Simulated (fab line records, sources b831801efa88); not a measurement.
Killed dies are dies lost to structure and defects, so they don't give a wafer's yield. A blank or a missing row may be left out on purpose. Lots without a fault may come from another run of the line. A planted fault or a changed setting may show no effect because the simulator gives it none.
fab line records | flow sky130
record lots=24 wafers=72 last_day=50
route steps=708 shown CONTACT@430 METAL2@484 METAL3@565 METAL5@662
lots that met no fault: from a run of the same line without faults
start_h: hours from the record's first day to the start of the lot's first wafer shown | wait_h: hours since the lot's step before | " the same as in the row above | L1.1+2: a row that stands for several wafers | - no value, or no start given | * or withheld: withheld | < > ~ a bound
route shown NAME@n: a module of which the file shows steps, and the number in the route of the first | usual: mean/standard deviation of fault-free wafers | same: alike in all rows | chamber/n: place in a boat | sites: the reading at each site | _std_site: their standard deviation | _edge_site: outer sites' mean less inner sites' | radius_mm: how far each site lies from the wafer's centre | mask NAME#n: copy n | behind: the tool/chamber that last shaped the wafer | hold: why the lot was held/for how many hours/how that ended | device: the transistor (n, p or np) that didn't switch | end of line: the same wafers' tests at the end of the route | a step without rows: its recipe alone | killed: dies lost to structure and defects at the first sort, not the wafer's yield | map: a wafer's dies, x killed, . not, _ none there
set.NAME: the setting as run; set.NAME@STEP: as run at that earlier step | model.NAME: the simulator's own value behind a step, which no gauge read
steps of the route over a sample of lots; a table a step, a row a wafer
services: from which hour (start_h, from the record's first day; less than 0 if before it) a tool's chamber was out of use, for how many hours, and why
## steps
# step SKY_CONTACT_CVD_24
# recipe material=W target_thk_nm=340 time_s=102.12 temp_c=400 pressure_torr=40
# usual heater_power_w=893/53 susceptor_temp_C=400.02/0.2
# columns lot.wafer tool chamber start_h wait_h heater_power_w susceptor_temp_C
L074.1 cvd_w-01 1 725.85 0.0 920 399.87
L074.3 " 0 " " 892 400.31
L074.5 " 1 " " 940 399.92
L075.1 cvd_w-02 0 727.40 0.0 779 399.74
L075.3 " 1 " " 923 399.87
L075.5 " 0 " " 781 400.26
L076.2 cvd_w-02 1 746.16 0.1 909 400.42
L076.3 " 1 " " 918 400.37
L076.4 " 1 " " 902 400.21
L077.1 cvd_w-01 0 749.77 0.0 892 399.76
L077.3 " 0 " " 909 399.83
L077.6 " 1 " " 938 400.10
L078.2 cvd_w-01 1 761.54 0.0 950 399.95
L078.3 " 0 " " 888 399.94
L078.4 " 1 " " 946 399.62
L079.2 cvd_w-01 0 781.40 0.0 895 400.13
L079.4 " 1 " " 912 400.11
L079.5 " 1 " " 911 400.06
L080.2 cvd_w-02 0 787.99 0.0 767 399.72
L080.3 " 1 " " 915 399.99
L080.4 " 0 " " 771 400.12
L081.2 cvd_w-02 0 792.72 0.0 769 399.93
L081.3 " 1 " " 917 399.90
L081.6 " 0 " " 791 400.03
L082.2 cvd_w-01 1 806.90 0.0 923 400.04
L082.3 " 0 " " 906 400.04
L082.4 " 1 " " 936 400.06
L083.2 cvd_w-02 0 810.72 0.0 784 399.80
L083.3 " 1 " " 918 400.11
L083.5 " 1 " " 929 400.40
L085.1 cvd_w-02 1 831.25 0.0 910 399.80
L085.4 " 0 " " 780 400.26
L085.6 " 0 " " 790 399.92
L084.3 cvd_w-02 0 835.53 0.1 766 399.60
L084.5 " 0 " " 772 399.95
L084.6 " 1 " " 917 399.86
L087.2 cvd_w-02 0 846.80 0.0 783 399.80
L087.3 " 1 " " 931 399.75
L087.5 " 1 " " 902 399.88
L086.1 cvd_w-01 1 847.04 0.0 911 399.62
L086.2 " 0 " " 892 399.98
L086.6 " 1 " " 932 399.67
L088.2 cvd_w-01 1 853.05 0.0 960 399.87
L088.4 " 0 " " 899 400.12
L088.6 " 0 " " 898 399.94
L090.1 cvd_w-01 1 859.55 0.0 928 400.09
L090.3 " 1 " " 927 399.93
L090.5 " 1 " " 918 400.13
L089.2 cvd_w-01 0 860.69 0.0 890 399.91
L089.5 " 0 " " 907 400.13
L089.6 " 1 " " 937 400.27
L091.1 cvd_w-01 1 863.20 0.0 928 400.11
L091.3 " 0 " " 892 400.27
L091.4 " 1 " " 951 399.78
L093.3 cvd_w-02 0 879.19 0.1 795 399.83
L093.4 " 1 " " 915 399.99
L093.5 " 0 " " 784 399.93
L092.1 cvd_w-01 0 882.32 0.0 906 400.14
L092.3 " 1 " " 935 399.96
L092.4 " 0 " " 929 399.74
L094.1 cvd_w-01 0 888.77 0.0 911 400.14
L094.2 " 1 " " 919 400.12
L094.6 " 0 " " 902 399.90
L095.1 cvd_w-01 0 893.04 0.0 886 400.03
L095.2 " 1 " " 950 399.92
L095.4 " 0 " " 907 400.01
L096.1 cvd_w-01 1 896.45 0.0 955 400.28
L096.2 " 0 " " 902 400.39
L096.3 " 0 " " 896 400.35
L097.1 cvd_w-01 1 907.55 0.0 931 400.18
L097.2 " 0 " " 934 400.02
L097.5 " 0 " " 906 399.67
# step SKY_CONTACT_RS_MEAS_25
# recipe thk_meas_gauge=four-point-probe reads=W_of_CONTACT_CVD_24+TiN_of_CONTACT_SPUTTER_23
# usual CONTACT_W_RS=0.338/0.0042
# columns lot.wafer tool chamber start_h wait_h CONTACT_W_RS[ohm/sq]
L074.1 film_metro-04 - 725.96 0.1 0.338
L074.3 " - " " 0.338
L074.5 " - " " 0.339
L075.1 film_metro-01 - 727.51 0.1 0.339
L075.3 " - " " 0.336
L075.5 " - " " 0.335
L076.2 film_metro-01 - 746.36 0.2 0.338
L076.3 " - " " 0.339
L076.4 " - " " 0.341
L077.1 film_metro-03 - 749.88 0.1 0.331
L077.3 " - " " 0.328
L077.6 " - " " 0.333
L078.2 film_metro-01 - 761.67 0.1 0.338
L078.3 " - " " 0.336
L078.4 " - " " 0.338
L079.2 film_metro-01 - 781.53 0.1 0.336
L079.4 " - " " 0.340
L079.5 " - " " 0.340
L080.2 film_metro-03 - 788.12 0.1 0.338
L080.3 " - " " 0.339
L080.4 " - " " 0.338
L081.2 film_metro-04 - 792.85 0.1 0.339
L081.3 " - " " 0.337
L081.6 " - " " 0.339
L082.2 film_metro-03 - 807.03 0.1 0.331
L082.3 " - " " 0.325
L082.4 " - " " 0.330
L083.2 film_metro-04 - 810.85 0.1 0.341
L083.3 " - " " 0.342
L083.5 " - " " 0.348
L085.1 film_metro-03 - 831.36 0.1 0.344
L085.4 " - " " 0.339
L085.6 " - " " 0.343
L084.3 film_metro-04 - 835.64 0.1 0.344
L084.5 " - " " 0.343
L084.6 " - " " 0.345
L087.2 film_metro-03 - 846.93 0.1 0.342
L087.3 " - " " 0.342
L087.5 " - " " 0.343
L086.1 film_metro-01 - 847.15 0.1 0.339
L086.2 " - " " 0.339
L086.6 " - " " 0.337
L088.2 film_metro-04 - 853.18 0.1 0.341
L088.4 " - " " 0.334
L088.6 " - " " 0.335
L090.1 film_metro-03 - 859.66 0.1 0.336
L090.3 " - " " 0.338
L090.5 " - " " 0.338
L089.2 film_metro-03 - 860.82 0.1 0.337
L089.5 " - " " 0.333
L089.6 " - " " 0.341
L091.1 film_metro-03 - 863.31 0.1 0.338
L091.3 " - " " 0.339
L091.4 " - " " 0.337
L093.3 film_metro-01 - 879.30 0.1 0.341
L093.4 " - " " 0.343
L093.5 " - " " 0.347
L092.1 film_metro-04 - 882.43 0.1 0.336
L092.3 " - " " 0.342
L092.4 " - " " 0.338
L094.1 film_metro-01 - 888.88 0.1 0.337
L094.2 " - " " 0.339
L094.6 " - " " 0.340
L095.1 film_metro-04 - 893.15 0.1 0.334
L095.2 " - " " 0.339
L095.4 " - " " 0.344
L096.1 film_metro-01 - 896.56 0.1 0.339
L096.2 " - " " 0.338
L096.3 " - " " 0.337
L097.1 film_metro-04 - 907.66 0.1 0.336
L097.2 " - " " 0.335
L097.5 " - " " 0.332
# step SKY_METAL2_SPUTTER_01
# recipe material=TiN target_thk_nm=20 power_w=6500 time_s=16.7 chamber_pressure_pa=0.4
# usual chamber_pressure_pa=0.4000/0.00078 throttle_valve_pct=29.6/1
# columns lot.wafer tool chamber start_h wait_h chamber_pressure_pa throttle_valve_pct
L074.1 pvd_sputter-01 - 782.74 0.0 0.3996 30.4
L074.3 " - " " 0.4020 28.6
L074.5 " - " " 0.3993 29.4
L075.1 pvd_sputter-03 - 785.57 0.0 0.4000 29.7
L075.3 " - " " 0.4005 28.3
L075.5 " - " " 0.4000 28.6
L076.2 pvd_sputter-01 - 803.98 0.0 0.3995 30.6
L076.3 " - " " 0.4007 30.6
L076.4 " - " " 0.3993 29.4
L077.1 pvd_sputter-02 - 806.39 0.0 0.3999 31.0
L077.3 " - " " 0.3994 30.4
L077.6 " - " " 0.3982 30.7
L078.2 pvd_sputter-03 - 818.09 0.0 0.4007 28.3
L078.3 " - " " 0.4000 28.3
L078.4 " - " " 0.3992 29.9
L079.2 pvd_sputter-01 - 837.85 0.0 0.3996 29.2
L079.4 " - " " 0.4003 28.7
L079.5 " - " " 0.4000 30.5
L080.2 pvd_sputter-02 - 844.17 0.0 0.4007 29.3
L080.3 " - " " 0.3999 30.7
L080.4 " - " " 0.3995 30.6
L081.2 pvd_sputter-01 - 849.02 0.0 0.4007 29.6
L081.3 " - " " 0.3994 30.9
L081.6 " - " " 0.3996 28.5
L082.2 pvd_sputter-02 - 861.56 0.0 0.3995 30.7
L082.3 " - " " 0.3986 31.0
L082.4 " - " " 0.4003 29.2
L083.2 pvd_sputter-03 - 866.99 0.0 0.3993 29.8
L083.3 " - " " 0.3999 28.3
L083.5 " - " " 0.4004 28.3
L085.1 pvd_sputter-02 - 887.61 0.0 0.4008 29.5
L085.4 " - " " 0.3983 30.0
L085.6 " - " " 0.4007 29.4
L084.3 pvd_sputter-03 - 891.24 0.0 0.3990 30.1
L084.5 " - " " 0.3986 28.2
L084.6 " - " " 0.3998 30.0
L087.2 pvd_sputter-02 - 901.64 0.0 0.4007 30.7
L087.3 " - " " 0.4002 29.3
L087.5 " - " " 0.4004 30.9
L086.1 pvd_sputter-03 - 902.31 0.0 0.3992 28.2
L086.2 " - " " 0.4013 28.4
L086.6 " - " " 0.3993 27.9
L088.2 pvd_sputter-01 - 908.78 0.0 0.3999 29.5
L088.4 " - " " 0.4011 28.7
L088.6 " - " " 0.4010 30.9
L090.1 pvd_sputter-02 - 915.60 0.0 0.3996 30.2
L090.3 " - " " 0.4005 30.8
L090.5 " - " " 0.4001 30.7
L089.2 pvd_sputter-01 - 916.18 0.0 0.3995 28.5
L089.5 " - " " 0.4020 30.5
L089.6 " - " " 0.4003 29.5
L091.1 pvd_sputter-03 - 919.19 0.0 0.3999 28.3
L091.3 " - " " 0.4012 29.9
L091.4 " - " " 0.4019 28.1
L093.3 pvd_sputter-03 - 934.16 0.0 0.4010 28.4
L093.4 " - " " 0.4000 30.3
L093.5 " - " " 0.4001 30.0
L092.1 pvd_sputter-03 - 937.07 0.0 0.4002 30.0
L092.3 " - " " 0.3990 28.5
L092.4 " - " " 0.3999 28.2
L094.1 pvd_sputter-01 - 943.11 0.0 0.4007 30.7
L094.2 " - " " 0.4007 30.7
L094.6 " - " " 0.3998 30.8
L095.1 pvd_sputter-02 - 946.85 0.0 0.3997 30.5
L095.2 " - " " 0.4003 30.6
L095.4 " - " " 0.4006 30.6
L096.1 pvd_sputter-03 - 950.69 0.0 0.3996 28.3
L096.2 " - " " 0.3998 28.2
L096.3 " - " " 0.4010 29.7
L097.1 pvd_sputter-01 - 960.13 0.0 0.4001 28.6
L097.2 " - " " 0.3996 30.5
L097.5 " - " " 0.3990 28.6
# step SKY_METAL2_THK_MEAS_06
# recipe thk_meas_gauge=xrf reads=AlCu_of_METAL2_SPUTTER_02
# usual METAL2_ALCU_THK=251/3.7
# columns lot.wafer tool chamber start_h wait_h METAL2_ALCU_THK[nm]
L074.1 film_metro-01 - 782.98 0.1 245
L074.3 " - " " 244
L074.5 " - " " 245
L075.1 film_metro-02 - 785.80 0.1 248
L075.3 " - " " 246
L075.5 " - " " 249
L076.2 film_metro-01 - 804.22 0.1 252
L076.3 " - " " 253
L076.4 " - " " 252
L077.1 film_metro-04 - 806.63 0.1 254
L077.3 " - " " 250
L077.6 " - " " 255
L078.2 film_metro-04 - 818.33 0.1 251
L078.3 " - " " 250
L078.4 " - " " 254
L079.2 film_metro-02 - 838.10 0.1 248
L079.4 " - " " 253
L079.5 " - " " 250
L080.2 film_metro-04 - 844.41 0.1 258
L080.3 " - " " 256
L080.4 " - " " 253
L081.2 film_metro-04 - 849.27 0.1 250
L081.3 " - " " 251
L081.6 " - " " 252
L082.2 film_metro-01 - 861.81 0.1 255
L082.3 " - " " 255
L082.4 " - " " 262
L083.2 film_metro-02 - 867.24 0.1 248
L083.3 " - " " 247
L083.5 " - " " 247
L085.1 film_metro-02 - 887.85 0.1 248
L085.4 " - " " 246
L085.6 " - " " 250
L084.3 film_metro-04 - 891.50 0.1 251
L084.5 " - " " 249
L084.6 " - " " 251
L087.2 film_metro-02 - 901.89 0.1 252
L087.3 " - " " 249
L087.5 " - " " 248
L086.1 film_metro-02 - 902.55 0.1 249
L086.2 " - " " 244
L086.6 " - " " 246
L088.2 film_metro-01 - 909.02 0.1 251
L088.4 " - " " 254
L088.6 " - " " 252
L090.1 film_metro-02 - 915.84 0.1 256
L090.3 " - " " 258
L090.5 " - " " 255
L089.2 film_metro-04 - 916.43 0.1 249
L089.5 " - " " 255
L089.6 " - " " 251
L091.1 film_metro-01 - 919.43 0.1 247
L091.3 " - " " 247
L091.4 " - " " 244
L093.3 film_metro-02 - 934.41 0.1 250
L093.4 " - " " 252
L093.5 " - " " 255
L092.1 film_metro-02 - 937.31 0.1 250
L092.3 " - " " 250
L092.4 " - " " 248
L094.1 film_metro-02 - 943.35 0.1 249
L094.2 " - " " 254
L094.6 " - " " 250
L095.1 film_metro-02 - 947.09 0.1 256
L095.2 " - " " 250
L095.4 " - " " 252
L096.1 film_metro-04 - 950.93 0.1 244
L096.2 " - " " 246
L096.3 " - " " 247
L097.1 film_metro-04 - 960.37 0.1 248
L097.2 " - " " 252
L097.5 " - " " 251
# step SKY_METAL3_DESCUM_15
# recipe chemistry=O2 source_power_w=150 bias_power_w=0 pressure_mtorr=10 temp_c=40 time_s=8
# usual drypump_motor_current_A=5.7/0.52 oes_product_au=0.998/0.012
# columns lot.wafer tool chamber start_h wait_h drypump_motor_current_A oes_product_au rf_hours_counter_h
L074.1 rie_metal-02 0 891.79 0.0 5.9 0.993 1
L074.3 " 0 " " 5.9 0.983 -
L074.5 " 0 " " 5.8 0.989 -
L075.1 rie_metal-03 0 895.18 0.0 5.5 0.985 4
L075.3 " 1 " " 5.0 1.003 -
L075.5 " 1 " " 5.0 1.013 -
L076.2 rie_metal-02 0 912.37 0.0 5.8 0.985 1
L076.3 " 0 " " 5.8 0.994 -
L076.4 " 1 " " 5.9 0.996 -
L077.1 rie_metal-02 1 915.15 0.0 6.0 0.997 12
L077.3 " 0 " " 5.8 0.982 -
L077.6 " 0 " " 5.8 0.984 -
L078.2 rie_metal-02 1 925.24 0.0 5.9 1.003 13
L078.3 " 1 " " 6.0 1.008 -
L078.4 " 0 " " 5.9 0.983 -
L079.2 rie_metal-03 0 945.08 0.0 5.6 0.986 6
L079.4 " 0 " " 5.6 0.984 -
L079.5 " 0 " " 5.6 0.994 -
L080.2 rie_metal-03 0 950.37 0.0 5.6 0.983 6
L080.3 " 1 " " 5.0 1.002 -
L080.4 " 0 " " 5.5 0.982 -
L081.2 rie_metal-03 1 954.70 0.0 5.0 1.003 2
L081.3 " 0 " " 5.5 0.984 -
L081.6 " 1 " " 5.0 1.009 -
L082.2 rie_metal-02 0 966.77 0.0 5.9 0.986 4
L082.3 " 1 " " 6.0 1.007 -
L082.4 " 0 " " 5.9 0.987 -
L083.2 rie_metal-03 1 971.67 0.0 5.0 1.003 3
L083.3 " 0 " " 5.5 0.983 -
L083.5 " 0 " " 5.5 0.983 -
L085.1 rie_metal-04 0 989.88 0.0 6.4 0.996 0
L085.4 " 0 " " 6.4 1.005 -
L085.6 " 0 " " 6.4 0.993 -
L084.3 rie_metal-02 1 993.04 0.0 5.9 1.006 -
L084.5 " 1 " " 5.9 1.006 -
L084.6 " 0 " " 5.8 0.987 -
L087.2 rie_metal-04 0 1001.61 0.0 6.5 1.000 -
L087.3 " 0 " " 6.4 0.996 -
L087.5 " 0 " " 6.4 0.997 -
L086.1 rie_metal-03 0 1002.62 0.0 5.5 0.997 9
L086.2 " 1 " " 5.0 1.005 5
L086.6 " 0 " " 5.6 0.985 -
L088.2 rie_metal-04 1 1009.50 0.0 4.9 1.011 11
L088.4 " 0 " " 6.4 0.996 -
L088.6 " 1 " " 4.9 1.019 -
L090.1 rie_metal-04 1 1014.68 0.0 4.9 1.032 11
L090.3 " 0 " " 6.4 1.004 -
L090.5 " 1 " " 4.9 1.019 -
L089.2 rie_metal-02 1 1015.23 0.0 5.9 1.005 18
L089.5 " 0 " " 5.9 0.993 -
L089.6 " 1 " " 6.0 1.001 -
L091.1 rie_metal-04 1 1018.40 0.0 4.9 1.016 12
L091.3 " 1 " " 4.9 1.026 -
L091.4 " 0 " " 6.4 0.989 -
L093.3 rie_metal-04 1 1029.96 0.0 4.9 1.003 -
L093.4 " 0 " " 6.5 0.997 -
L093.5 " 0 " " 6.5 0.993 -
L092.1 rie_metal-02 1 1034.05 0.0 5.9 1.008 20
L092.3 " 1 " " 5.9 1.008 -
L092.4 " 0 " " 5.8 0.994 -
L094.1 rie_metal-04 0 1040.13 0.0 6.4 0.998 4
L094.2 " 1 " " 4.9 1.016 13
L094.6 " 1 " " 4.9 1.013 -
L095.1 rie_metal-04 1 1044.38 0.0 4.9 1.009 13
L095.2 " 0 " " 6.5 1.001 5
L095.4 " 1 " " 4.9 1.019 -
L096.1 rie_metal-02 0 1046.98 0.0 5.9 1.001 9
L096.2 " 1 " " 6.0 1.018 20
L096.3 " 1 " " 6.0 1.014 -
L097.1 rie_metal-03 0 1054.75 0.0 5.6 0.974 12
L097.2 " 1 " " 5.0 1.005 8
L097.5 " 1 " " 5.0 0.997 -
# step SKY_METAL5_SPUTTER_01
# recipe material=TiN target_thk_nm=20 power_w=6500 time_s=16.7 chamber_pressure_pa=0.4
# usual chamber_pressure_pa=0.3998/0.0008 throttle_valve_pct=29.5/1
# columns lot.wafer tool chamber start_h wait_h chamber_pressure_pa throttle_valve_pct
L074.1 pvd_sputter-02 - 996.68 0.0 0.4003 29.4
L074.3 " - " " 0.4013 30.7
L074.5 " - " " 0.4009 30.6
L075.1 pvd_sputter-01 - 999.03 0.0 0.4002 28.4
L075.3 " - " " 0.3994 29.8
L075.5 " - " " 0.3992 29.4
L076.2 pvd_sputter-03 - 1014.17 0.0 0.3999 28.4
L076.3 " - " " 0.3998 30.3
L076.4 " - " " 0.3989 28.4
L077.1 pvd_sputter-03 - 1017.59 0.0 0.3995 28.3
L077.3 " - " " 0.4000 28.4
L077.6 " - " " 0.3995 28.4
L078.2 pvd_sputter-02 - 1026.04 0.0 0.4013 30.5
L078.3 " - " " 0.3998 29.4
L078.4 " - " " 0.3985 30.7
L079.2 pvd_sputter-02 - 1045.28 0.0 0.4014 29.2
L079.4 " - " " 0.3991 29.5
L079.5 " - " " 0.3998 30.2
L080.2 pvd_sputter-01 - 1050.97 0.0 0.4011 28.2
L080.3 " - " " 0.3995 30.4
L080.4 " - " " 0.3999 30.3
L081.2 pvd_sputter-03 - 1052.92 0.0 0.4008 28.3
L081.3 " - " " 0.4007 30.1
L081.6 " - " " 0.4017 28.0
L082.2 pvd_sputter-01 - 1065.38 0.0 0.4005 29.4
L082.3 " - " " 0.3997 30.5
L082.4 " - " " 0.4001 28.7
L083.2 pvd_sputter-02 - 1069.19 0.0 0.3989 30.5
L083.3 " - " " 0.4008 29.3
L083.5 " - " " 0.3999 31.0
L085.1 pvd_sputter-02 - 1085.95 0.0 0.3994 30.4
L085.4 " - " " 0.3994 29.4
L085.6 " - " " 0.3985 30.7
L084.3 pvd_sputter-02 - 1088.66 0.0 0.4007 30.6
L084.5 " - " " 0.4000 29.0
L084.6 " - " " 0.3993 30.4
L087.2 pvd_sputter-03 - 1094.49 0.0 0.4008 28.3
L087.3 " - " " 0.3991 28.1
L087.5 " - " " 0.4002 28.1
L086.1 pvd_sputter-03 - 1095.48 0.0 0.3990 30.0
L086.2 " - " " 0.3993 28.5
L086.6 " - " " 0.4011 28.2
L088.2 pvd_sputter-02 - 1100.82 0.0 0.3991 30.9
L088.4 " - " " 0.4003 29.4
L088.6 " - " " 0.3987 30.6
L090.1 pvd_sputter-03 - 1110.02 0.0 0.4007 28.1
L090.3 " - " " 0.4008 28.1
L090.5 " - " " 0.3995 28.4
L091.1 pvd_sputter-03 - 1110.30 0.0 0.4000 30.3
L091.3 " - " " 0.3997 28.4
L091.4 " - " " 0.4012 28.3
L089.2 pvd_sputter-03 - 1110.62 0.0 0.4003 28.3
L089.5 " - " " 0.4007 28.2
L089.6 " - " " 0.3991 28.2
L093.3 pvd_sputter-01 - 1119.81 0.0 0.3989 29.8
L093.4 " - " " 0.3991 30.4
L093.5 " - " " 0.3991 30.6
L092.1 pvd_sputter-03 - 1121.31 0.0 0.3990 28.3
L092.3 " - " " 0.3995 30.0
L092.4 " - " " 0.3999 30.1
L094.1 pvd_sputter-01 - 1129.24 0.0 0.4013 30.6
L094.2 " - " " 0.3993 29.5
L094.6 " - " " 0.3994 29.3
L095.1 pvd_sputter-02 - 1132.48 0.0 0.3988 30.5
L095.2 " - " " 0.3996 30.8
L095.4 " - " " 0.3996 30.8
L096.1 pvd_sputter-02 - 1135.08 0.0 0.3996 30.5
L096.2 " - " " 0.3993 30.4
L096.3 " - " " 0.3999 30.8
L097.1 pvd_sputter-03 - 1140.64 0.0 0.3992 29.9
L097.2 " - " " 0.3990 28.4
L097.5 " - " " 0.4005 30.0
## services
# columns tool chamber start_h hours kind
cvd_w-02 1 728.90 1.4 repair
cvd_w-02 0 733.69 22.2 repair
pvd_sputter-03 - 772.55 4.1 repair
cvd_w-01 1 790.82 11.9 repair
pvd_sputter-02 - 792.09 9.7 repair
pvd_sputter-01 - 812.20 1.1 repair
pvd_sputter-01 - 831.40 0.6 repair
cvd_w-01 - 834.79 2.8 pm
pvd_sputter-03 - 859.20 7.4 repair
cvd_w-02 - 904.00 14.0 pm
pvd_sputter-01 - 924.06 0.8 repair
pvd_sputter-03 - 931.83 0.7 repair
cvd_w-02 1 947.51 24.7 repair
cvd_w-01 - 951.20 0.2 repair
pvd_sputter-02 - 951.73 0.9 repair
pvd_sputter-03 - 965.03 1.2 repair
cvd_w-02 1 974.59 5.8 repair
rie_metal-02 0 1014.15 1.0 repair
pvd_sputter-03 - 1035.44 1.0 repair
pvd_sputter-01 - 1066.16 3.6 repair
pvd_sputter-01 - 1078.77 29.8 repair
pvd_sputter-01 - 1107.82 5.8 repair
pvd_sputter-02 - 1108.51 8.5 repair
pvd_sputter-02 - 1139.44 15.2 repair
## key
fault none
